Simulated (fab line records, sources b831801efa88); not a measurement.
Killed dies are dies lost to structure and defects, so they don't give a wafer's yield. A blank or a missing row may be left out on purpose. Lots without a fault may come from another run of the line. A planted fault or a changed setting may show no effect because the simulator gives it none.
Chamber matching | flow sky130 | SKY_VIA3_ETCH_15 on rie_diel-02: 4 sister chambers
The step etches SiO2 in C4F8/O2/Ar, stops on TiN, target depth 507 nm, time 78 s. 8 wafers are shown with their chamber, then 7 later ones without.

WAFERS WITH THEIR CHAMBER
wafer  | chamber | rf_fwd_power_W (W) | oes_product_au (a.u.)
L078.5 | 2       | 1477               | 0.954
L081.4 | 1       | 1491               | 0.948
L081.5 | 0       | 1490               | 0.946
L083.1 | 3       | 1483               | 0.943
L083.3 | 1       | 1492               | 0.940
L083.6 | 2       | 1494               | 0.947
L087.1 | 3       | 1490               | 0.938
L087.2 | 0       | 1494               | 0.941

WAFERS WITHOUT THEIR CHAMBER
wafer  | rf_fwd_power_W (W) | oes_product_au (a.u.)
L087.6 | 1488               | 0.943
L089.3 | 1493               | 0.942
L089.4 | 1492               | 0.949
L089.6 | 1493               | 0.939
L092.2 | 1482               | 0.945
L092.5 | 1493               | 0.946
L092.6 | 1496               | 0.942

WHICH CHAMBER EACH WENT THROUGH
wafer  | from the rows above               | in truth
L087.6 | can't be placed: 1 or 3 or 0 or 2 | 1
L089.3 | can't be placed: 0 or 1 or 3 or 2 | 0
L089.4 | can't be placed: 2 or 1 or 0 or 3 | 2
L089.6 | can't be placed: 0 or 3 or 1 or 2 | 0
L092.2 | can't be placed: 3 or 2 or 1 or 0 | 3
L092.5 | can't be placed: 1 or 0 or 2 or 3 | 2
L092.6 | can't be placed: 0 or 1 or 3 or 2 | 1
Placed correctly: 0 of 7. Can't be placed from these rows: 7 (the true chamber is among the candidates in 7). Placed wrongly: 0.
How it was worked out, from the rows above alone: a wafer's distance from a chamber is the root of the sum, over the readings, of the square of ((its reading less the chamber's mean) divided by the reading's scatter). The wafer belongs to the nearest chamber; if the next one is less than 2 further off, it can't be placed. A chamber's mean is the mean of its shown wafers. The scatter: the root of (the sum of the squares of (reading less its chamber's mean) over the shown wafers, divided by (wafers less chambers)).
